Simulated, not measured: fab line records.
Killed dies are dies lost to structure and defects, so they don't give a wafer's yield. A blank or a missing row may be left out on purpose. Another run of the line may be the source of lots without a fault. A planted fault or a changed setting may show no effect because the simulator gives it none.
fab line records	flow sky130
[record] lots = 24	wafers = 72	last-day = 50
route steps=708 shown LOCAL_INTERCONNECT@400 CONTACT@422 VIA1@480 METAL2@487 VIA3@575
lots that met no fault: taken from a fault-free run of the same line
start-h: hours from the record's first day to the start of the lot's first wafer shown	wait-h: hours elapsed since this lot's preceding step	" unchanged from the row above	L1.1+2: a single row standing in for several wafers	- either no value or no given start	* or withheld: withheld	< > ~ a bound
route shown NAME@n: a module of which the file shows steps, and the number in the route of the first	usual: mean and standard deviation over wafers with no fault	same: alike in all rows	chamber/n: place in a boat	sites: each site's reading	_std_site: the values' standard deviation	_edge_site: mean of outer sites minus mean of inner sites	radius-mm: how far each site lies from the wafer's centre	mask NAME#n: copy n	behind: the last tool/chamber to shape the wafer	hold: reason for holding the lot/hours on hold/outcome of the hold	device: whichever transistor did not switch (one of n, p or np)	end of line: the same wafers' tests at the end of the route	a step given without rows: its recipe and nothing more	killed: count of dies lost to structure and defects at first sort (not the wafer's yield)	map: a wafer's dies, x killed, . not, _ none there
set.NAME: the setting as run; set.NAME@STEP: as run at that earlier step	model.NAME: the simulator's own value behind a step, which no gauge read
route steps across a sampled set of lots; one table per step, one row per wafer
services: a tool's chamber out of use, with start hour (start-h, from the record's first day; less than 0 if before it), hours out, and reason
[[steps]]
[step SKY_LOCAL_INTERCONNECT_ETCH_13]
[recipe] chemistry = N2/H2	target = BARC	ion-energy-ev = 200	bias-w = 100	pressure-mtorr = 30	n2-flow-sccm = 100	h2-flow-sccm = 200	icp-w = 500	stop-on = SiO2	time-s = 43.91	target-depth-a = 600
[usual] drypump-motor-current-A = 5.7/0.42	oes-product-au = 0.876/0.0045	throttle-valve-pct = 13.228/0.0097
lot.wafer	tool	chamber	start-h	wait-h	drypump-motor-current-A	oes-product-au	rf-hours-counter-h	throttle-valve-pct
L074.1	rie-metal-03	0	718.73	0.0	5.6	0.870	12	13.228
L074.5	"	1	"	"	4.9	0.867	-	13.219
L074.6	"	0	"	"	5.6	0.874	-	13.218
L075.2	rie-metal-02	0	738.08	0.0	5.5	0.876	4	13.228
L075.4	"	0	"	"	5.5	0.872	-	13.239
L075.5	"	1	"	"	6.1	0.874	-	13.228
L077.4	rie-metal-02	1	740.34	0.0	6.1	0.880	-	13.237
L077.5	"	0	"	"	5.5	0.872	-	13.234
L077.6	"	1	"	"	6.1	0.881	-	13.229
L076.1	rie-metal-02	0	743.24	0.0	5.5	0.883	4	13.217
L076.2	"	1	"	"	6.1	0.881	4	13.232
L076.6	"	0	"	"	5.6	0.877	-	13.232
L079.1	rie-metal-02	0	757.27	0.0	5.6	0.882	5	13.224
L079.5	"	0	"	"	5.6	0.875	-	13.221
L079.6	"	1	"	"	6.1	0.875	-	13.219
L080.1	rie-metal-04	1	759.69	0.0	5.7	0.869	14	13.221
L080.5	"	0	"	"	6.2	0.881	-	13.224
L080.6	"	1	"	"	5.7	0.876	-	13.240
L078.2	rie-metal-02	0	763.44	0.0	5.6	0.875	5	13.217
L078.4	"	0	"	"	5.6	0.878	-	13.240
L078.5	"	0	"	"	5.6	0.871	-	13.220
L081.3	rie-metal-04	0	768.84	0.0	6.2	0.872	-	13.208
L081.4	"	1	"	"	5.7	0.882	-	13.220
L081.6	"	1	"	"	5.7	0.874	-	13.225
L082.1	rie-metal-03	0	772.94	0.0	5.6	0.876	14	13.233
L082.2	"	1	"	"	4.9	0.878	15	13.230
L082.4	"	1	"	"	4.9	0.881	-	13.237
L083.2	rie-metal-02	1	788.72	0.0	6.1	0.877	5	13.226
L083.4	"	0	"	"	5.5	0.870	-	13.203
L083.6	"	0	"	"	5.6	0.877	-	13.232
L084.1	rie-metal-04	0	795.72	0.0	6.2	0.875	5	13.221
L084.5	"	0	"	"	6.2	0.870	-	13.219
L084.6	"	0	"	"	6.2	0.884	-	13.223
L085.2	rie-metal-03	1	804.41	0.0	4.9	0.877	16	13.239
L085.4	"	0	"	"	5.5	0.882	-	13.243
L085.5	"	1	"	"	4.9	0.871	-	13.231
L087.2	rie-metal-03	0	805.64	0.0	5.6	0.878	15	13.229
L087.3	"	1	"	"	4.9	0.876	-	13.234
L087.6	"	0	"	"	5.6	0.871	-	13.235
L086.2	rie-metal-02	1	806.89	0.0	6.1	0.884	6	13.233
L086.3	"	1	"	"	6.1	0.875	-	13.228
L086.6	"	0	"	"	5.6	0.876	-	13.240
L088.1	rie-metal-02	1	825.87	0.0	6.2	0.873	7	13.220
L088.2	"	0	"	"	5.6	0.880	7	13.227
L088.3	"	1	"	"	6.2	0.885	-	13.209
L089.1	rie-metal-02	1	830.12	0.0	6.1	0.887	7	13.216
L089.5	"	1	"	"	6.1	0.873	-	13.242
L089.6	"	0	"	"	5.5	0.878	-	13.222
L090.1	rie-metal-03	1	841.19	0.0	4.9	0.874	17	13.230
L090.3	"	1	"	"	4.9	0.871	-	13.221
L090.6	"	1	"	"	4.9	0.875	-	13.236
L091.3	rie-metal-04	1	841.56	0.0	5.7	0.880	-	13.248
L091.5	"	0	"	"	6.2	0.876	-	13.226
L091.6	"	1	"	"	5.7	0.879	-	13.250
L092.2	rie-metal-02	1	853.34	0.0	6.1	0.881	8	13.226
L092.5	"	0	"	"	5.5	0.870	-	13.245
L092.6	"	1	"	"	6.1	0.880	-	13.216
L093.1	rie-metal-02	0	857.29	0.0	5.6	0.878	8	13.227
L093.2	"	1	"	"	6.1	0.878	8	13.224
L093.4	"	0	"	"	5.6	0.872	-	13.229
L094.1	rie-metal-02	0	863.84	0.0	5.6	0.873	9	13.225
L094.4	"	1	"	"	6.1	0.869	-	13.230
L094.5	"	1	"	"	6.1	0.873	-	13.231
L095.1	rie-metal-02	1	866.27	0.0	6.1	0.877	8	13.211
L095.5	"	0	"	"	5.6	0.878	-	13.238
L095.6	"	1	"	"	6.2	0.874	-	13.232
L096.2	rie-metal-02	0	878.99	0.0	5.6	0.882	9	13.223
L096.4	"	0	"	"	5.6	0.879	-	13.236
L096.5	"	0	"	"	5.5	0.872	-	13.212
L097.3	rie-metal-02	0	883.06	0.0	5.6	0.880	-	13.233
L097.4	"	1	"	"	6.1	0.872	-	13.230
L097.5	"	0	"	"	5.5	0.882	-	13.236
[step SKY_CONTACT_ETCH_16]
[recipe] chemistry = N2/H2	target = BARC	ion-energy-ev = 200	source-w = 500	bias-w = 100	pressure-mtorr = 30	n2-flow-sccm = 100	h2-flow-sccm = 200	stop-on = SiO2	time-s = 45.9	target-depth-a = 600
[usual] drypump-motor-current-A = 5.9/0.48	oes-product-au = 0.855/0.0048	throttle-valve-pct = 13.225/0.0092
lot.wafer	tool	chamber	start-h	wait-h	drypump-motor-current-A	oes-product-au	rf-hours-counter-h	throttle-valve-pct
L074.1	rie-diel-02	2	747.88	0.0	6.2	0.864	1	13.231
L074.5	"	0	"	"	5.8	0.858	-	13.229
L074.6	"	1	"	"	6.5	0.865	-	13.215
L075.2	rie-diel-03	2	766.64	0.0	5.8	0.859	22	13.236
L075.4	"	1	"	"	6.3	0.865	-	13.223
L075.5	"	0	"	"	5.3	0.854	-	13.214
L077.4	rie-diel-02	1	768.59	0.0	6.5	0.855	3	13.216
L077.5	"	0	"	"	5.8	0.852	-	13.229
L077.6	"	3	"	"	5.2	0.856	-	13.223
L076.1	rie-diel-01	1	771.63	0.0	6.7	0.849	33	13.219
L076.2	"	0	"	"	5.8	0.852	11	13.225
L076.6	"	3	"	"	5.2	0.857	-	13.216
L079.1	rie-diel-02	2	784.73	0.0	6.3	0.858	2	13.239
L079.5	"	3	"	"	5.2	0.848	-	13.237
L079.6	"	0	"	"	5.8	0.855	-	13.235
L080.1	rie-diel-02	2	788.03	0.0	6.2	0.853	2	13.226
L080.5	"	1	"	"	6.5	0.849	-	13.232
L080.6	"	0	"	"	5.8	0.856	-	13.216
L078.2	rie-diel-03	0	791.09	0.0	5.2	0.856	3	13.206
L078.4	"	3	"	"	6.5	0.846	27	13.223
L078.5	"	1	"	"	6.3	0.854	-	13.206
L081.3	rie-diel-03	2	796.74	0.0	5.8	0.855	22	13.223
L081.4	"	3	"	"	6.5	0.863	27	13.218
L081.6	"	1	"	"	6.3	0.862	-	13.211
L082.1	rie-diel-01	0	801.89	0.0	5.8	0.860	12	13.230
L082.2	"	3	"	"	5.2	0.850	15	13.236
L082.4	"	2	"	"	6.1	0.850	33	13.234
L083.2	rie-diel-03	0	816.84	0.0	5.2	0.856	4	13.225
L083.4	"	3	"	"	6.5	0.850	28	13.223
L083.6	"	0	"	"	5.3	0.846	-	13.212
L084.1	rie-diel-01	2	822.99	0.0	6.1	0.857	33	13.223
L084.5	"	2	"	"	6.1	0.859	-	13.218
L084.6	"	3	"	"	5.2	0.859	-	13.227
L085.2	rie-diel-02	1	831.44	0.0	6.5	0.856	5	13.221
L085.4	"	3	"	"	5.2	0.855	6	13.218
L085.5	"	2	"	"	6.3	0.865	-	13.229
L087.2	rie-diel-02	0	833.43	0.0	5.9	0.854	11	13.228
L087.3	"	3	"	"	5.2	0.859	6	13.220
L087.6	"	3	"	"	5.2	0.856	-	13.205
L086.2	rie-diel-01	2	834.74	0.0	6.1	0.856	34	13.234
L086.3	"	0	"	"	5.9	0.850	13	13.238
L086.6	"	3	"	"	5.2	0.863	-	13.242
L088.1	rie-diel-03	0	853.33	0.0	5.3	0.860	5	13.224
L088.2	"	1	"	"	6.3	0.846	16	13.231
L088.3	"	2	"	"	5.8	0.854	24	13.227
L089.1	rie-diel-03	0	858.49	0.0	5.3	0.863	5	13.214
L089.5	"	0	"	"	5.3	0.852	-	13.210
L089.6	"	2	"	"	5.7	0.848	-	13.205
L090.1	rie-diel-01	2	868.69	0.0	6.1	0.853	1	13.224
L090.3	"	3	"	"	5.2	0.861	17	13.225
L090.6	"	0	"	"	5.8	0.850	-	13.214
L091.3	rie-diel-03	3	869.04	0.0	6.5	0.859	0	13.220
L091.5	"	2	"	"	5.7	0.851	-	13.246
L091.6	"	3	"	"	6.5	0.850	-	13.233
L092.2	rie-diel-01	2	881.63	0.0	6.1	0.855	1	13.222
L092.5	"	0	"	"	5.8	0.856	-	13.228
L092.6	"	1	"	"	6.6	0.850	-	13.227
L093.1	rie-diel-03	1	884.88	0.0	6.3	0.863	17	13.218
L093.2	"	3	"	"	6.5	0.850	0	13.216
L093.4	"	2	"	"	5.8	0.851	25	13.223
L094.1	rie-diel-03	1	890.98	0.0	6.3	0.853	18	13.231
L094.4	"	0	"	"	5.3	0.857	6	13.230
L094.5	"	0	"	"	5.3	0.853	-	13.227
L095.1	rie-diel-02	2	893.08	0.0	6.3	0.866	6	13.220
L095.5	"	3	"	"	5.2	0.853	-	13.221
L095.6	"	0	"	"	5.9	0.857	-	13.231
L096.2	rie-diel-01	2	905.13	0.0	6.1	0.856	2	13.228
L096.4	"	3	"	"	5.2	0.852	18	13.225
L096.5	"	3	"	"	5.2	0.852	-	13.215
L097.3	rie-diel-03	3	909.78	0.0	6.5	0.854	1	13.210
L097.4	"	1	"	"	6.3	0.860	18	13.222
L097.5	"	0	"	"	5.3	0.855	-	13.210
[step SKY_CONTACT_ETCH_17]
[recipe] target = SiO2	chemistry = C4F8/O2/Ar	stop-on = Si3N4	mask-material = KrF-thick	source-w = 1500	bias-w = 1200	pressure-mtorr = 40	c4f8-flow-sccm = withheld	O2_flow_sccm = 6	Ar_flow_sccm = 300	time-s = withheld	target-depth-a = 3400
[usual] oes-product-au = 0.892/0.0051
lot.wafer	tool	chamber	start-h	wait-h	oes-product-au
L074.1	rie-diel-02	2	747.93	0.0	0.888
L074.5	"	0	"	"	0.889
L074.6	"	1	"	"	0.894
L075.2	rie-diel-03	2	766.68	0.0	0.890
L075.4	"	1	"	"	0.891
L075.5	"	0	"	"	0.900
L077.4	rie-diel-02	1	768.63	0.0	0.893
L077.5	"	0	"	"	0.896
L077.6	"	3	"	"	0.891
L076.1	rie-diel-01	1	771.67	0.0	0.900
L076.2	"	0	"	"	0.891
L076.6	"	3	"	"	0.893
L079.1	rie-diel-02	2	784.77	0.0	0.891
L079.5	"	3	"	"	0.894
L079.6	"	0	"	"	0.890
L080.1	rie-diel-02	2	788.07	0.0	0.886
L080.5	"	1	"	"	0.890
L080.6	"	0	"	"	0.895
L078.2	rie-diel-03	0	791.13	0.0	0.898
L078.4	"	3	"	"	0.893
L078.5	"	1	"	"	0.889
L081.3	rie-diel-03	2	796.78	0.0	0.892
L081.4	"	3	"	"	0.885
L081.6	"	1	"	"	0.897
L082.1	rie-diel-01	0	801.93	0.0	0.898
L082.2	"	3	"	"	0.886
L082.4	"	2	"	"	0.895
L083.2	rie-diel-03	0	816.88	0.0	0.889
L083.4	"	2	"	"	0.894
L083.6	"	0	"	"	0.897
L084.1	rie-diel-01	2	823.03	0.0	0.892
L084.5	"	2	"	"	0.891
L084.6	"	3	"	"	0.894
L085.2	rie-diel-02	1	831.48	0.0	0.886
L085.4	"	3	"	"	0.888
L085.5	"	2	"	"	0.891
L087.2	rie-diel-02	0	833.47	0.0	0.892
L087.3	"	3	"	"	0.896
L087.6	"	3	"	"	0.899
L086.2	rie-diel-01	2	834.78	0.0	0.890
L086.3	"	0	"	"	0.889
L086.6	"	3	"	"	0.890
L088.1	rie-diel-03	0	853.38	0.0	0.890
L088.2	"	1	"	"	0.903
L088.3	"	2	"	"	0.890
L089.1	rie-diel-03	0	858.53	0.0	0.902
L089.5	"	0	"	"	0.899
L089.6	"	2	"	"	0.886
L090.1	rie-diel-01	2	868.73	0.0	0.886
L090.3	"	3	"	"	0.888
L090.6	"	0	"	"	0.891
L091.3	rie-diel-03	3	869.08	0.0	0.885
L091.5	"	2	"	"	0.896
L091.6	"	3	"	"	0.879
L092.2	rie-diel-01	2	881.68	0.0	0.904
L092.5	"	0	"	"	0.896
L092.6	"	1	"	"	0.894
L093.1	rie-diel-03	1	884.93	0.0	0.892
L093.2	"	3	"	"	0.896
L093.4	"	2	"	"	0.892
L094.1	rie-diel-03	1	891.03	0.0	0.885
L094.4	"	0	"	"	0.903
L094.5	"	0	"	"	0.892
L095.1	rie-diel-02	2	893.13	0.0	0.896
L095.5	"	3	"	"	0.875
L095.6	"	0	"	"	0.891
L096.2	rie-diel-01	3	905.18	0.0	0.899
L096.4	"	1	"	"	0.893
L096.5	"	2	"	"	0.895
L097.3	rie-diel-03	3	909.83	0.0	0.891
L097.4	"	1	"	"	0.887
L097.5	"	0	"	"	0.889
[step SKY_VIA1_RS_MEAS_22]
[recipe] thk-meas-gauge = four-point-probe	reads = W_of_VIA1_CVD_21+TiN_of_VIA1_SPUTTER_20
[usual] VIA1_W_RS = 0.425/0.007
lot.wafer	tool	chamber	start-h	wait-h	VIA1_W_RS[ohm/sq]
L074.1	film-metro-04	-	805.41	0.1	0.433
L074.5	"	-	"	"	0.429
L074.6	"	-	"	"	0.430
L075.2	film-metro-04	-	823.68	0.1	0.427
L075.4	"	-	"	"	0.432
L075.5	"	-	"	"	0.428
L077.4	film-metro-04	-	825.88	0.1	0.432
L077.5	"	-	"	"	0.419
L077.6	"	-	"	"	0.426
L076.1	film-metro-02	-	829.00	0.1	0.428
L076.2	"	-	"	"	0.415
L076.6	"	-	"	"	0.431
L079.1	film-metro-04	-	841.32	0.1	0.425
L079.5	"	-	"	"	0.409
L079.6	"	-	"	"	0.422
L080.1	film-metro-03	-	845.21	0.1	0.445
L080.5	"	-	"	"	0.437
L080.6	"	-	"	"	0.436
L078.2	film-metro-04	-	848.28	0.1	0.416
L078.4	"	-	"	"	0.416
L078.5	"	-	"	"	0.425
L081.3	film-metro-02	-	853.56	0.1	0.421
L081.4	"	-	"	"	0.428
L081.6	"	-	"	"	0.424
L082.1	film-metro-04	-	858.25	0.1	0.426
L082.2	"	-	"	"	0.421
L082.4	"	-	"	"	0.421
L083.2	film-metro-04	-	874.08	0.1	0.416
L083.4	"	-	"	"	0.429
L083.6	"	-	"	"	0.415
L084.1	film-metro-03	-	879.48	0.1	0.428
L084.5	"	-	"	"	0.428
L084.6	"	-	"	"	0.434
L085.2	film-metro-03	-	888.40	0.1	0.429
L085.4	"	-	"	"	0.432
L085.5	"	-	"	"	0.429
L087.2	film-metro-04	-	889.34	0.1	0.418
L087.3	"	-	"	"	0.418
L087.6	"	-	"	"	0.413
L086.2	film-metro-02	-	891.12	0.1	0.427
L086.3	"	-	"	"	0.426
L086.6	"	-	"	"	0.432
L088.1	film-metro-03	-	910.10	0.1	0.425
L088.2	"	-	"	"	0.421
L088.3	"	-	"	"	0.424
L089.1	film-metro-04	-	913.45	0.1	0.424
L089.5	"	-	"	"	0.418
L089.6	"	-	"	"	0.428
L090.1	film-metro-02	-	922.99	0.1	0.416
L090.3	"	-	"	"	0.425
L090.6	"	-	"	"	0.429
L091.3	film-metro-03	-	924.20	0.1	0.417
L091.5	"	-	"	"	0.421
L091.6	"	-	"	"	0.429
L092.2	film-metro-04	-	936.47	0.1	0.427
L092.5	"	-	"	"	0.425
L092.6	"	-	"	"	0.417
L093.1	film-metro-02	-	939.47	0.1	0.431
L093.2	"	-	"	"	0.422
L093.4	"	-	"	"	0.425
L094.1	film-metro-03	-	944.63	0.1	0.410
L094.4	"	-	"	"	0.413
L094.5	"	-	"	"	0.408
L095.1	film-metro-03	-	946.71	0.1	0.426
L095.5	"	-	"	"	0.424
L095.6	"	-	"	"	0.425
L096.2	film-metro-03	-	958.38	0.1	0.434
L096.4	"	-	"	"	0.434
L096.5	"	-	"	"	0.434
L097.3	film-metro-04	-	963.00	0.1	0.415
L097.4	"	-	"	"	0.433
L097.5	"	-	"	"	0.429
[step SKY_METAL2_SPUTTER_04]
[recipe] material = TiN	target-thk-nm = 70	power-w = 6500	time-s = 55.43	chamber-pressure-pa = 0.4
[usual] throttle-valve-pct = 30.1/1.2
lot.wafer	tool	chamber	start-h	wait-h	throttle-valve-pct
L074.1	pvd-sputter-01	-	805.98	0.0	30.7
L074.5	"	-	"	"	28.6
L074.6	"	-	"	"	30.2
L075.2	pvd-sputter-01	-	824.24	0.0	30.5
L075.4	"	-	"	"	31.5
L075.5	"	-	"	"	30.3
L077.4	pvd-sputter-01	-	826.40	0.0	30.3
L077.5	"	-	"	"	31.3
L077.6	"	-	"	"	28.6
L076.1	pvd-sputter-01	-	829.57	0.0	28.7
L076.2	"	-	"	"	31.6
L076.6	"	-	"	"	28.7
L079.1	pvd-sputter-03	-	841.89	0.0	27.8
L079.5	"	-	"	"	30.1
L079.6	"	-	"	"	29.8
L080.1	pvd-sputter-01	-	845.78	0.0	31.5
L080.5	"	-	"	"	28.6
L080.6	"	-	"	"	30.5
L078.2	pvd-sputter-01	-	848.83	0.0	28.6
L078.4	"	-	"	"	31.8
L078.5	"	-	"	"	29.9
L081.3	pvd-sputter-01	-	854.09	0.0	31.6
L081.4	"	-	"	"	30.5
L081.6	"	-	"	"	29.9
L082.1	pvd-sputter-01	-	858.82	0.0	28.7
L082.2	"	-	"	"	31.6
L082.4	"	-	"	"	29.9
L083.2	pvd-sputter-04	-	874.63	0.0	30.2
L083.4	"	-	"	"	32.6
L083.6	"	-	"	"	32.6
L084.1	pvd-sputter-03	-	880.05	0.0	29.9
L084.5	"	-	"	"	28.0
L084.6	"	-	"	"	30.0
L085.2	pvd-sputter-04	-	888.95	0.0	30.5
L085.4	"	-	"	"	32.6
L085.5	"	-	"	"	29.6
L087.2	pvd-sputter-01	-	889.89	0.0	31.4
L087.3	"	-	"	"	30.6
L087.6	"	-	"	"	28.3
L086.2	pvd-sputter-03	-	891.67	0.0	27.7
L086.3	"	-	"	"	29.8
L086.6	"	-	"	"	30.2
L088.1	pvd-sputter-01	-	910.67	0.0	28.4
L088.2	"	-	"	"	30.5
L088.3	"	-	"	"	31.9
L089.1	pvd-sputter-04	-	914.02	0.0	30.4
L089.5	"	-	"	"	32.7
L089.6	"	-	"	"	29.4
L090.1	pvd-sputter-04	-	923.56	0.0	29.4
L090.3	"	-	"	"	32.6
L090.6	"	-	"	"	29.1
L091.3	pvd-sputter-04	-	924.73	0.0	29.1
L091.5	"	-	"	"	29.5
L091.6	"	-	"	"	32.3
L092.2	pvd-sputter-03	-	937.02	0.0	27.8
L092.5	"	-	"	"	27.6
L092.6	"	-	"	"	29.8
L093.1	pvd-sputter-04	-	940.04	0.0	29.7
L093.2	"	-	"	"	29.4
L093.4	"	-	"	"	32.7
L094.1	pvd-sputter-01	-	945.20	0.0	30.6
L094.4	"	-	"	"	28.5
L094.5	"	-	"	"	28.4
L095.1	pvd-sputter-01	-	947.28	0.0	31.3
L095.5	"	-	"	"	30.1
L095.6	"	-	"	"	31.4
L096.2	pvd-sputter-04	-	958.93	0.0	32.5
L096.4	"	-	"	"	30.4
L096.5	"	-	"	"	32.6
L097.3	pvd-sputter-04	-	963.88	0.0	29.1
L097.4	"	-	"	"	29.5
L097.5	"	-	"	"	30.4
[step SKY_VIA3_CMP_02]
[recipe] material = SiO2	down-force-psi = 4	platen-rpm = 60	pad-velocity-m-s = 0.94248
[usual] motor-current-A = 12.4/0.85
lot.wafer	tool	chamber	start-h	wait-h	motor-current-A
L074.1	cmp-02	0	914.78	0.2	11.6
L074.5	"	1	"	"	12.2
L074.6	"	2	"	"	14.0
L075.4	cmp-01	2	932.72	0.0	12.8
L075.2	"	3	"	"	11.5
L075.5	"	2	"	"	13.4
L077.4	cmp-01	3	935.05	0.2	12.0
L077.6	"	0	"	"	12.4
L077.5	"	1	"	"	11.8
L076.1	cmp-02	0	937.68	0.1	11.4
L076.2	"	2	"	"	13.8
L076.6	"	0	"	"	11.7
L079.1	cmp-01	1	947.59	0.1	10.9
L079.6	"	3	"	"	12.1
L079.5	"	0	"	"	12.3
L080.1	cmp-02	2	952.61	0.1	13.4
L080.5	"	2	"	"	13.1
L080.6	"	3	"	"	13.6
L078.4	cmp-02	1	955.17	0.0	11.5
L078.2	"	2	"	"	13.7
L078.5	"	1	"	"	11.7
L081.3	cmp-02	0	959.79	0.0	11.3
L081.4	"	3	"	"	13.6
L081.6	"	0	"	"	11.6
L082.2	cmp-02	2	964.89	0.0	14.1
L082.1	"	3	"	"	13.9
L082.4	"	1	"	"	12.0
L083.2	cmp-01	3	979.66	0.1	12.2
L083.4	"	2	"	"	12.6
L083.6	"	0	"	"	12.6
L084.1	cmp-01	1	983.45	0.1	11.8
L084.6	"	1	"	"	12.0
L084.5	"	2	"	"	12.2
L085.2	cmp-01	1	991.68	0.0	11.8
L085.4	"	0	"	"	11.8
L085.5	"	1	"	"	11.3
L087.2	cmp-01	3	994.15	0.1	11.9
L087.3	"	1	"	"	12.1
L087.6	"	3	"	"	12.2
L086.2	cmp-02	0	995.07	0.1	12.1
L086.3	"	1	"	"	12.0
L086.6	"	2	"	"	13.6
L088.2	cmp-02	2	1014.49	0.1	13.2
L088.3	"	3	"	"	13.6
L088.1	"	0	"	"	11.5
L089.1	cmp-02	1	1016.53	0.1	11.9
L089.6	"	0	"	"	11.8
L089.5	"	1	"	"	12.1
L090.1	cmp-01	0	1023.06	0.1	12.0
L090.3	"	1	"	"	11.5
L090.6	"	3	"	"	12.0
L091.3	cmp-02	2	1024.30	0.2	14.6
L091.6	"	3	"	"	13.6
L091.5	"	0	"	"	11.3
L092.2	cmp-01	1	1037.07	0.2	12.1
L092.5	"	0	"	"	12.2
L092.6	"	1	"	"	11.7
L093.2	cmp-01	0	1040.16	0.2	12.3
L093.4	"	1	"	"	11.8
L093.1	"	2	"	"	12.8
L094.4	cmp-01	3	1044.63	0.0	12.1
L094.1	"	2	"	"	12.8
L094.5	"	0	"	"	11.7
L095.1	cmp-02	0	1045.71	0.2	11.6
L095.6	"	1	"	"	11.2
L095.5	"	2	"	"	13.4
L096.2	cmp-01	1	1056.43	0.1	11.9
L096.4	"	2	"	"	12.0
L096.5	"	3	"	"	11.7
L097.3	cmp-01	0	1061.57	0.0	11.9
L097.4	"	3	"	"	12.5
L097.5	"	1	"	"	11.3
[[services]]
tool	chamber	start-h	hours	kind
rie-metal-02	-	737.00	0.3	repair
rie-diel-03	3	755.81	12.8	repair
rie-diel-03	0	756.05	4.8	repair
rie-metal-02	1	767.73	3.0	repair
rie-diel-03	2	772.57	9.7	repair
rie-diel-03	3	782.22	5.8	repair
rie-metal-02	1	783.87	3.4	repair
rie-diel-03	0	802.44	6.3	repair
rie-diel-03	-	807.39	2.8	pm
rie-diel-02	1	832.84	94.7	repair
rie-diel-02	-	860.32	0.8	repair
rie-diel-01	1	865.94	8.9	repair
rie-diel-02	2	866.85	11.0	repair
rie-diel-02	2	881.82	2.3	repair
rie-diel-01	-	888.44	1.1	repair
rie-diel-02	2	906.61	9.9	repair
rie-diel-01	0	917.40	4.9	repair
rie-metal-02	-	948.69	1.5	repair
rie-diel-03	0	951.11	7.4	repair
rie-diel-01	0	983.73	2.6	repair
rie-diel-03	0	984.84	8.3	repair
rie-diel-03	1	996.96	4.5	repair
rie-diel-02	1	1001.98	5.6	repair
rie-diel-03	1	1042.63	2.8	repair
[[key]]
fault none
